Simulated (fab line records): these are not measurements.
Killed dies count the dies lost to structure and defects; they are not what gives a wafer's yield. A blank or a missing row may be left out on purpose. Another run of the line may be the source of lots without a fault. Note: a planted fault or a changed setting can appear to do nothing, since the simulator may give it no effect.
Which tool was responsible? + flow gf180mcu + 24 lots, 72 wafers sampled, at 6 steps of a route of 602

== WHAT EACH GAUGE READ, for each wafer ==
GF_M5_OVL_MEAS_08. Usual: for M5_OVL the level is 1 nm and the standard deviation is 5.4.
| lot  | measured     | on         | M5_OVL (nm) | flag |
|------|--------------|------------|-------------|------|
| L074 | day 26 07:49 | overlay-01 | -9 -6 0     |      |
| L075 | day 26 16:10 | overlay-01 | 10 -5 6     |      |
| L076 | day 26 19:14 | overlay-02 | 2 8 8       |      |
| L077 | day 27 06:03 | overlay-01 | 3 1 -1      |      |
| L078 | day 27 11:46 | overlay-01 | 1 -3 4      |      |
| L079 | day 27 21:40 | overlay-01 | 7 3 -2      |      |
| L080 | day 28 09:43 | overlay-01 | -6 2 3      |      |
| L081 | day 28 12:46 | overlay-01 | 11 8 -1     |      |
| L082 | day 28 21:20 | overlay-01 | -8 -7 -10   |      |
| L083 | day 29 03:25 | overlay-02 | 6 3 -10     |      |
| L084 | day 29 13:08 | overlay-01 | 0 -6 -6     |      |
| L085 | day 29 18:19 | overlay-02 | 5 1 1       |      |
| L086 | day 30 04:17 | overlay-01 | -2 3 2      |      |
| L087 | day 30 16:05 | overlay-02 | 5 -1 -8     |      |
| L088 | day 31 00:26 | overlay-02 | 3 -2 4      |      |
| L089 | day 31 03:47 | overlay-02 | -2 2 -4     |      |
| L090 | day 31 08:37 | overlay-02 | -3 10 2     |      |
| L091 | day 31 10:59 | overlay-02 | -2 -3 -3    |      |
| L092 | day 31 20:47 | overlay-02 | -15 -10 -1  |      |
| L093 | day 32 00:08 | overlay-01 | 11 11 13    |      |
| L094 | day 32 06:02 | overlay-01 | -1 -1 -2    |      |
| L095 | day 32 10:01 | overlay-01 | 4 2 10      |      |
| L096 | day 32 10:29 | overlay-01 | -2 6 4      |      |
| L097 | day 32 19:28 | overlay-02 | 4 6 2       |      |

== WHICH TOOL RAN EACH LOT (tool, then ch and the chambers of the sampled wafers, then the start) ==
| lot  | GF_M1_SPUTTER_04             | GF_V3_CVD_23                  | GF_MIM_SPUTTER_09            | GF_MIM_METAL_ETCH_19              | GF_MIM_STRIP_20                      |
|------|------------------------------|-------------------------------|------------------------------|-----------------------------------|--------------------------------------|
| L074 | pvd_sputter-03, day 16 02:23 | cvd_w-01 ch 0,1, day 22 10:36 | pvd_sputter-04, day 24 12:20 | rie_metal-03 ch 0,1, day 25 10:09 | plasma_asher-01 ch 0,1, day 25 10:13 |
| L075 | pvd_sputter-02, day 16 13:54 | cvd_w-01 ch 0,1, day 22 19:35 | pvd_sputter-03, day 24 20:31 | rie_metal-01 ch 0,1, day 25 18:24 | plasma_asher-03 ch 0,1, day 25 18:28 |
| L076 | pvd_sputter-04, day 16 18:20 | cvd_w-02 ch 0,1, day 23 00:16 | pvd_sputter-02, day 25 00:58 | rie_metal-02 ch 0,1, day 25 22:18 | plasma_asher-03 ch 0,1, day 25 22:22 |
| L077 | pvd_sputter-04, day 17 05:57 | cvd_w-01 ch 0,1, day 23 12:43 | pvd_sputter-03, day 25 12:21 | rie_metal-03 ch 0,1, day 26 09:07 | plasma_asher-01 ch 1, day 26 09:11   |
| L078 | pvd_sputter-03, day 17 10:10 | cvd_w-01 ch 0,1, day 23 17:41 | pvd_sputter-04, day 25 17:53 | rie_metal-03 ch 0,1, day 26 14:22 | plasma_asher-01 ch 0,1, day 26 14:26 |
| L079 | pvd_sputter-03, day 17 21:53 | cvd_w-02 ch 0,1, day 24 04:32 | pvd_sputter-04, day 26 04:11 | rie_metal-01 ch 0,1, day 27 01:04 | plasma_asher-01 ch 0,1, day 27 01:08 |
| L080 | pvd_sputter-02, day 18 12:27 | cvd_w-02 ch 0,1, day 24 18:19 | pvd_sputter-02, day 26 17:21 | rie_metal-02 ch 0,1, day 27 13:30 | plasma_asher-01 ch 1, day 27 13:34   |
| L081 | pvd_sputter-02, day 18 16:50 | cvd_w-02 ch 0,1, day 24 22:16 | pvd_sputter-04, day 26 20:53 | rie_metal-02 ch 0,1, day 27 16:19 | plasma_asher-01 ch 0,1, day 27 16:23 |
| L082 | pvd_sputter-03, day 19 04:44 | cvd_w-01 ch 1, day 25 07:03   | pvd_sputter-03, day 27 04:58 | rie_metal-02 ch 0,1, day 28 01:10 | plasma_asher-04 ch 0,1, day 28 01:14 |
| L083 | pvd_sputter-03, day 19 10:46 | cvd_w-02 ch 1, day 25 13:22   | pvd_sputter-02, day 27 11:31 | rie_metal-03 ch 0,1, day 28 07:07 | plasma_asher-01 ch 0,1, day 28 07:11 |
| L084 | pvd_sputter-02, day 19 21:55 | cvd_w-01 ch 0,1, day 26 01:02 | pvd_sputter-04, day 27 22:08 | rie_metal-03 ch 0,1, day 28 17:02 | plasma_asher-03 ch 0,1, day 28 17:07 |
| L085 | pvd_sputter-02, day 20 06:02 | cvd_w-01 ch 0,1, day 26 06:42 | pvd_sputter-04, day 28 03:45 | rie_metal-02 ch 0,1, day 28 22:23 | plasma_asher-01 ch 0,1, day 28 22:28 |
| L086 | pvd_sputter-04, day 20 18:50 | cvd_w-01 ch 0,1, day 26 18:29 | pvd_sputter-02, day 28 14:53 | rie_metal-03 ch 1, day 29 10:05   | plasma_asher-01 ch 1, day 29 10:10   |
| L087 | pvd_sputter-04, day 21 07:47 | cvd_w-02 ch 1, day 27 06:13   | pvd_sputter-04, day 29 02:08 | rie_metal-02 ch 0,1, day 29 21:22 | plasma_asher-04 ch 1, day 29 21:26   |
| L088 | pvd_sputter-02, day 21 19:13 | cvd_w-02 ch 0,1, day 27 16:04 | pvd_sputter-02, day 29 11:59 | rie_metal-01 ch 0,1, day 30 06:37 | plasma_asher-01 ch 0,1, day 30 06:41 |
| L089 | pvd_sputter-04, day 22 01:08 | cvd_w-01 ch 0,1, day 27 20:00 | pvd_sputter-03, day 29 14:34 | rie_metal-01 ch 1, day 30 09:10   | plasma_asher-04 ch 1, day 30 09:14   |
| L090 | pvd_sputter-02, day 22 05:34 | cvd_w-02 ch 0,1, day 28 00:41 | pvd_sputter-03, day 29 19:19 | rie_metal-01 ch 1, day 30 13:56   | plasma_asher-04 ch 1, day 30 14:05   |
| L091 | pvd_sputter-04, day 22 10:20 | cvd_w-02 ch 0,1, day 28 03:52 | pvd_sputter-04, day 29 22:41 | rie_metal-02 ch 0,1, day 30 16:47 | plasma_asher-01 ch 0,1, day 30 16:52 |
| L092 | pvd_sputter-04, day 23 00:10 | cvd_w-01 ch 0,1, day 28 15:03 | pvd_sputter-04, day 30 09:02 | rie_metal-01 ch 1, day 31 03:29   | plasma_asher-03 ch 1, day 31 03:37   |
| L093 | pvd_sputter-02, day 23 03:25 | cvd_w-02 ch 0,1, day 28 18:19 | pvd_sputter-03, day 30 12:00 | rie_metal-01 ch 1, day 31 06:07   | plasma_asher-03 ch 0,1, day 31 06:14 |
| L094 | pvd_sputter-03, day 23 12:14 | cvd_w-02 ch 0,1, day 29 02:53 | pvd_sputter-02, day 30 19:09 | rie_metal-03 ch 0,1, day 31 12:20 | plasma_asher-04 ch 0,1, day 31 12:25 |
| L095 | pvd_sputter-02, day 23 16:35 | cvd_w-01 ch 0,1, day 29 06:35 | pvd_sputter-03, day 30 23:31 | rie_metal-01 ch 0,1, day 31 16:49 | plasma_asher-01 ch 0,1, day 31 16:53 |
| L096 | pvd_sputter-02, day 23 19:02 | cvd_w-01 ch 0,1, day 29 07:28 | pvd_sputter-04, day 31 00:23 | rie_metal-02 ch 0,1, day 31 17:07 | plasma_asher-03 ch 0,1, day 31 17:11 |
| L097 | pvd_sputter-02, day 24 05:34 | cvd_w-01 ch 0,1, day 29 17:28 | pvd_sputter-03, day 31 10:07 | rie_metal-02 ch 0,1, day 32 03:05 | plasma_asher-03 ch 0,1, day 32 03:10 |
- GF_M1_SPUTTER_04: material TiN, target thk 50 nm, time 41.7 s.
- GF_V3_CVD_23: deposits W, target thk 350 nm, time 104.9 s.
- GF_MIM_SPUTTER_09: material TiN, target thk 35 nm, time 29.2 s.
- GF_MIM_METAL_ETCH_19: etches the open film in Cl2/BCl3, stops on Si3N4, target depth 324.5 nm, time 54.1 s.
- GF_MIM_STRIP_20: strips in O2/N2.

== AS READ BY THE TOOLS THEMSELVES (means over the sampled wafers that have a number; for cases with no such wafer, the mark the record gives instead) ==
GF_M1_SPUTTER_04. Usual: throttle_valve_pct 30.3 %, standard deviation 0.88.
| lot  | tool           | throttle_valve_pct (%) | flag |
|------|----------------|------------------------|------|
| L074 | pvd_sputter-03 | 30.6                   |      |
| L075 | pvd_sputter-02 | 31.1                   |      |
| L076 | pvd_sputter-04 | 29.7                   |      |
| L077 | pvd_sputter-04 | 29.7                   |      |
| L078 | pvd_sputter-03 | 30.6                   |      |
| L079 | pvd_sputter-03 | 30.7                   |      |
| L080 | pvd_sputter-02 | 30.9                   |      |
| L081 | pvd_sputter-02 | 30.2                   |      |
| L082 | pvd_sputter-03 | 30.5                   |      |
| L083 | pvd_sputter-03 | 30.6                   |      |
| L084 | pvd_sputter-02 | 31.6                   |      |
| L085 | pvd_sputter-02 | 30.8                   |      |
| L086 | pvd_sputter-04 | 29.6                   |      |
| L087 | pvd_sputter-04 | 30.0                   |      |
| L088 | pvd_sputter-02 | 30.2                   |      |
| L089 | pvd_sputter-04 | 29.8                   |      |
| L090 | pvd_sputter-02 | 30.5                   |      |
| L091 | pvd_sputter-04 | 29.9                   |      |
| L092 | pvd_sputter-04 | 30.0                   |      |
| L093 | pvd_sputter-02 | 30.8                   |      |
| L094 | pvd_sputter-03 | 30.8                   |      |
| L095 | pvd_sputter-02 | 31.1                   |      |
| L096 | pvd_sputter-02 | 30.5                   |      |
| L097 | pvd_sputter-02 | 30.1                   |      |

GF_V3_CVD_23. Usual: heater_power_w 778 W, standard deviation 76.
| lot  | tool     | heater_power_w (W) | flag |
|------|----------|--------------------|------|
| L074 | cvd_w-01 | 752                |      |
| L075 | cvd_w-01 | 755                |      |
| L076 | cvd_w-02 | 772                |      |
| L077 | cvd_w-01 | 754                |      |
| L078 | cvd_w-01 | 729                |      |
| L079 | cvd_w-02 | 784                |      |
| L080 | cvd_w-02 | 840                |      |
| L081 | cvd_w-02 | 855                |      |
| L082 | cvd_w-01 | 772                |      |
| L083 | cvd_w-02 | 727                |      |
| L084 | cvd_w-01 | 748                |      |
| L085 | cvd_w-01 | 759                |      |
| L086 | cvd_w-01 | 758                |      |
| L087 | cvd_w-02 | 720                |      |
| L088 | cvd_w-02 | 792                |      |
| L089 | cvd_w-01 | 760                |      |
| L090 | cvd_w-02 | 800                |      |
| L091 | cvd_w-02 | 850                |      |
| L092 | cvd_w-01 | 745                |      |
| L093 | cvd_w-02 | 853                |      |
| L094 | cvd_w-02 | 849                |      |
| L095 | cvd_w-01 | 731                |      |
| L096 | cvd_w-01 | 735                |      |
| L097 | cvd_w-01 | 761                |      |

GF_MIM_SPUTTER_09. Usual: throttle_valve_pct 30.3 %, standard deviation 0.8.
| lot  | tool           | throttle_valve_pct (%) | flag |
|------|----------------|------------------------|------|
| L074 | pvd_sputter-04 | 29.3                   |      |
| L075 | pvd_sputter-03 | 30.4                   |      |
| L076 | pvd_sputter-02 | 30.1                   |      |
| L077 | pvd_sputter-03 | 30.5                   |      |
| L078 | pvd_sputter-04 | 29.4                   |      |
| L079 | pvd_sputter-04 | 29.8                   |      |
| L080 | pvd_sputter-02 | 31.6                   |      |
| L081 | pvd_sputter-04 | 30.0                   |      |
| L082 | pvd_sputter-03 | 30.9                   |      |
| L083 | pvd_sputter-02 | 30.2                   |      |
| L084 | pvd_sputter-04 | 29.5                   |      |
| L085 | pvd_sputter-04 | 29.9                   |      |
| L086 | pvd_sputter-02 | 29.6                   |      |
| L087 | pvd_sputter-04 | 29.7                   |      |
| L088 | pvd_sputter-02 | 30.1                   |      |
| L089 | pvd_sputter-03 | 30.6                   |      |
| L090 | pvd_sputter-03 | 30.8                   |      |
| L091 | pvd_sputter-04 | 29.6                   |      |
| L092 | pvd_sputter-04 | 29.9                   |      |
| L093 | pvd_sputter-03 | 30.6                   |      |
| L094 | pvd_sputter-02 | 31.6                   |      |
| L095 | pvd_sputter-03 | 30.8                   |      |
| L096 | pvd_sputter-04 | 29.8                   |      |
| L097 | pvd_sputter-03 | 30.6                   |      |

GF_MIM_METAL_ETCH_19. Usual: drypump_motor_current_A 5.7 A, standard deviation 0.4; mfc_cl2_sccm 79.96 sccm, standard deviation 0.26; oes_product_au 0.940 a.u., standard deviation 0.0057; throttle_valve_pct 28.284 %, standard deviation 0.0095.
| lot  | tool         | drypump_motor_current_A (A) | mfc_cl2_sccm (sccm) | oes_product_au (a.u.) | throttle_valve_pct (%) | flag |
|------|--------------|-----------------------------|---------------------|-----------------------|------------------------|------|
| L074 | rie_metal-03 | 5.7                         | 79.83               | 0.941                 | 28.286                 |      |
| L075 | rie_metal-01 | 5.8                         | 79.96               | 0.950                 | 28.277                 |      |
| L076 | rie_metal-02 | 5.4                         | 79.72               | 0.940                 | 28.287                 |      |
| L077 | rie_metal-03 | 6.1                         | 79.99               | 0.940                 | 28.275                 |      |
| L078 | rie_metal-03 | 5.7                         | 79.91               | 0.943                 | 28.281                 |      |
| L079 | rie_metal-01 | 5.8                         | 79.82               | 0.932                 | 28.289                 |      |
| L080 | rie_metal-02 | 5.7                         | 80.20               | 0.942                 | 28.282                 |      |
| L081 | rie_metal-02 | 5.7                         | 79.90               | 0.934                 | 28.294                 |      |
| L082 | rie_metal-02 | 5.7                         | 79.60               | 0.941                 | 28.289                 |      |
| L083 | rie_metal-03 | 5.7                         | 80.02               | 0.940                 | 28.284                 |      |
| L084 | rie_metal-03 | 5.7                         | 80.12               | 0.940                 | 28.284                 |      |
| L085 | rie_metal-02 | 5.4                         | 80.30               | 0.938                 | 28.279                 |      |
| L086 | rie_metal-03 | 6.3                         | 79.74               | 0.946                 | 28.280                 |      |
| L087 | rie_metal-02 | 5.4                         | 79.78               | 0.939                 | 28.271                 |      |
| L088 | rie_metal-01 | 5.9                         | 79.77               | 0.942                 | 28.291                 |      |
| L089 | rie_metal-01 | 5.7                         | 79.71               | 0.939                 | 28.286                 |      |
| L090 | rie_metal-01 | 5.7                         | 79.92               | 0.932                 | 28.295                 |      |
| L091 | rie_metal-02 | 5.4                         | 80.01               | 0.940                 | 28.278                 |      |
| L092 | rie_metal-01 | 5.7                         | 79.87               | 0.940                 | 28.282                 |      |
| L093 | rie_metal-01 | 5.7                         | 79.64               | 0.937                 | 28.288                 |      |
| L094 | rie_metal-03 | 5.7                         | 80.01               | 0.936                 | 28.286                 |      |
| L095 | rie_metal-01 | 5.8                         | 79.99               | 0.943                 | 28.272                 |      |
| L096 | rie_metal-02 | 5.4                         | 80.16               | 0.939                 | 28.280                 |      |
| L097 | rie_metal-02 | 5.6                         | 80.08               | 0.947                 | 28.279                 |      |

GF_MIM_STRIP_20. Usual: drypump_motor_current_A 5.6 A, standard deviation 0.48; heater_power_w 336 W, standard deviation 19; oes_product_au 0.692 a.u., standard deviation 0.005; strip_time_to_endpoint_s 11.22 s, standard deviation 0.033.
| lot  | tool            | drypump_motor_current_A (A) | heater_power_w (W) | oes_product_au (a.u.) | strip_time_to_endpoint_s (s) | flag |
|------|-----------------|-----------------------------|--------------------|-----------------------|------------------------------|------|
| L074 | plasma_asher-01 | 5.6                         | 350                | 0.693                 | 11.23                        |      |
| L075 | plasma_asher-03 | 5.7                         | 337                | 0.694                 | 11.27                        |      |
| L076 | plasma_asher-03 | 5.7                         | 340                | 0.692                 | 11.22                        |      |
| L077 | plasma_asher-01 | 5.2                         | 341                | 0.694                 | 11.24                        |      |
| L078 | plasma_asher-01 | 5.4                         | 347                | 0.695                 | 11.22                        |      |
| L079 | plasma_asher-01 | 5.4                         | 346                | 0.686                 | 11.21                        |      |
| L080 | plasma_asher-01 | 5.2                         | 344                | 0.689                 | 11.20                        |      |
| L081 | plasma_asher-01 | 5.6                         | 349                | 0.693                 | 11.23                        |      |
| L082 | plasma_asher-04 | 6.3                         | 303                | 0.694                 | 11.22                        |      |
| L083 | plasma_asher-01 | 5.6                         | 348                | 0.691                 | 11.24                        |      |
| L084 | plasma_asher-03 | 5.7                         | 339                | 0.700                 | 11.26                        |      |
| L085 | plasma_asher-01 | 5.6                         | 349                | 0.687                 | 11.21                        |      |
| L086 | plasma_asher-01 | 5.2                         | 343                | 0.694                 | 11.28                        |      |
| L087 | plasma_asher-04 | 5.4                         | 298                | 0.690                 | 11.17                        |      |
| L088 | plasma_asher-01 | 5.4                         | 340                | 0.691                 | 11.20                        |      |
| L089 | plasma_asher-04 | 5.5                         | 300                | 0.697                 | 11.25                        |      |
| L090 | plasma_asher-04 | 5.5                         | 298                | 0.693                 | 11.24                        |      |
| L091 | plasma_asher-01 | 5.4                         | 345                | 0.694                 | 11.19                        |      |
| L092 | plasma_asher-03 | 6.0                         | 329                | 0.693                 | 11.22                        |      |
| L093 | plasma_asher-03 | 5.7                         | 339                | 0.693                 | 11.22                        |      |
| L094 | plasma_asher-04 | 5.9                         | 300                | 0.688                 | 11.17                        |      |
| L095 | plasma_asher-01 | 5.6                         | 344                | 0.690                 | 11.24                        |      |
| L096 | plasma_asher-03 | 5.4                         | 342                | 0.694                 | 11.20                        |      |
| L097 | plasma_asher-03 | 5.7                         | 340                | 0.691                 | 11.21                        |      |

== THE ANSWER, worked out from the rows above alone ==
Rule: a lot counts as off when the mean over its wafers that have a number is more than 3 standard deviations away from the usual mean. Also off: a lot with no number at a reading for which 4 or more lots have one. Any other lot the step has rows for is counted as sound. First the gauges in route order, then the tools' own readings, where a lot's mean is used as printed above. At the first step where some lot is off, the reading lying furthest off is the one used; lots without a number count as furthest.
No lot is off at any reading shown: from this, nothing can be told.

== WHAT THE SIMULATOR HAD PUT IN ==
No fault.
